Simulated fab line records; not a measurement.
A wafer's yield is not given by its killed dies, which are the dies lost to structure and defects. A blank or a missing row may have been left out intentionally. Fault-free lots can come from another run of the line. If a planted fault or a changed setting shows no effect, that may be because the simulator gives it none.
A lot that was struck, set against a sound lot + flow gf180mcu + 27 out of 602 route steps
Sound: wafers L916.1, L916.3, L916.4. Struck: wafers L924.2, L924.4, L924.5. The cause comes at the end.
Per side, at each step with rows, come the tool, then ch with its chambers, and then its first start. Under that, the readings that differ: sound wafers + struck wafers + difference of the means + sigmas: that difference in standard deviations of wafers without a fault.
alike: same words and numbers on both sides, and readings whose means sit less than 2 such deviations apart. not compared: any withheld reading, any reading some wafer has no value for, any bound like >300 that may hide the same value, and any number with overlapping values for which the record gives no deviation.
A row with sigmas, a row that says differs or no value, or rows on one side alone: a step with any of these is where the two part. Numbers that don't overlap but have no deviation are shown without sigmas and don't part them. Lack of a reading on every wafer of one side parts them only where that side has two or more wafers.

first, 1 step without rows for these wafers: GF_V3_ETCH_16 (etches BARC in N2/H2).
GF_V3_ETCH_17: etches SiO2 in C4F8/O2/Ar, stops on TiN, target depth 635 nm.
  sound: rie_diel-02 ch 0,1,3; struck: rie_diel-01 ch 2,3
  alike: oes_product_au
GF_V3_STRIP_18: strips in O2/N2.
  sound on plasma_asher-03 ch 0,1, day 22 23:41; struck on plasma_asher-02 ch 0,1, day 25 21:18
  alike: drypump_motor_current_A, heater_power_w, n2_flow_sccm, o2_flow_sccm, oes_product_au
  not compared: rf_hours_counter_h
then, 3 steps without rows for these wafers: GF_V3_STRIP_19 (strips in post etch residue remover, time 1200 s); GF_V3_CLEAN_20 (cleans in DIW); GF_V3_SPUTTER_21 (material Ti, target thk 15 nm, time 80.02 s).
GF_V3_SPUTTER_22: material TiN, target thk 10 nm, time 40 s.
  struck on pvd_sputter-03, day 25 21:53; sound on pvd_sputter-04, day 23 00:17
  alike: cathode_dc_power_W, chamber_pressure_pa, throttle_valve_pct
then, 1 step without rows for these wafers: GF_V3_CVD_23 (deposits W, target thk 350 nm, time 104.9 s).
GF_V3_RS_MEAS_24: measurement is done with a four-point probe.
  struck on film_metro-03, day 25 22:04; sound on film_metro-03, day 23 00:26
| reading          | sound             | struck            | difference | sigmas |
|------------------|-------------------|-------------------|------------|--------|
| V3_W_RS (ohm/sq) | 0.330 0.334 0.332 | 0.321 0.322 0.321 | -0.011     | -2     |
GF_V3_THK_MEAS_25: measures by xrf.
  struck on film_metro-03, day 25 22:10; sound on film_metro-03, day 23 00:33
  alike: V3_W_THK
then, 2 steps without rows for these wafers: GF_V3_CMP_26 (polishes, stops on SiO2, t overpolish 15 s, target thk 0 nm); GF_M4_SPUTTER_00 (material Ti, target thk 37.5 nm, time 150 s).
GF_M4_SPUTTER_01: material TiN, target thk 30 nm, time 25 s.
  struck on pvd_sputter-04, day 25 22:37; sound on pvd_sputter-04, day 23 01:01
  no value came back on the struck wafers for cathode_dc_power_W (W), chamber_pressure_pa (Pa), throttle_valve_pct (%); on the sound wafers cathode_dc_power_W (W) reads 6501.1 6500.2 6500.6
GF_M4_SPUTTER_02: material AlCu, target thk 450 nm, time 23.9 s.
  struck on pvd_sputter-04, day 25 22:39; sound on pvd_sputter-04, day 23 01:02
  alike: cathode_dc_power_W, chamber_pressure_pa, throttle_valve_pct
then, 1 step without rows for these wafers: GF_M4_SPUTTER_03 (material Ti, target thk 10 nm, time 6.7 s).
GF_M4_SPUTTER_04: material TiN, target thk 50 nm, time 41.7 s.
  struck on pvd_sputter-04, day 25 22:42; sound on pvd_sputter-04, day 23 01:05
  alike: cathode_dc_power_W, chamber_pressure_pa, throttle_valve_pct
then, 7 steps without rows for these wafers: GF_M4_DEHYDRATE_07 (time 60 s); GF_M4_HMDS_08 (prime time 60 s); GF_M4_COAT_09 (resist thk 1000 nm); GF_M4_SOFTBAKE_10 (time 60 s); GF_M4_EXPOSE_11 (exposes mask Metal4, target cd 280 nm); GF_M4_PEB_12 (peb time 90 s); GF_M4_DEVELOP_13 (develop time 60 s).
GF_M4_CD_MEAS_14: target cd 280 nm.
  struck on cd_sem-02, day 26 19:16; sound on cd_sem-02, day 23 23:36
  alike: cd_nm
GF_M4_OVL_MEAS_15:
  struck on overlay-02, day 26 19:22; sound on overlay-01, day 23 23:43
  alike: M4_OVL
GF_M4_METAL_ETCH_16: etches the open film in Cl2/BCl3, stops on SiO2, target depth 627.5 nm, time 104.6 s.
  sound on rie_metal-04 ch 0,1, day 23 23:45; struck on rie_metal-02 ch 0,1, day 26 19:23
| reading                | sound                | struck               | difference | sigmas |
|------------------------|----------------------|----------------------|------------|--------|
| oes_product_au (a.u.)  | 0.970 0.976 0.974    | 0.947 0.945 0.941    | -0.029     | -4     |
| throttle_valve_pct (%) | 28.250 28.227 28.231 | 28.294 28.289 28.274 | +0.050     | +5     |
  alike: drypump_motor_current_A, he_backside_leak_sccm
  not compared: rf_hours_counter_h
then, 1 step without rows for these wafers: GF_M4_STRIP_17 (strips in O2/N2).

== WHERE THEY PART ==
At GF_V3_RS_MEAS_24 first; at GF_M4_METAL_ETCH_16 last (within this record only).

WHY: whatever the simulator had introduced
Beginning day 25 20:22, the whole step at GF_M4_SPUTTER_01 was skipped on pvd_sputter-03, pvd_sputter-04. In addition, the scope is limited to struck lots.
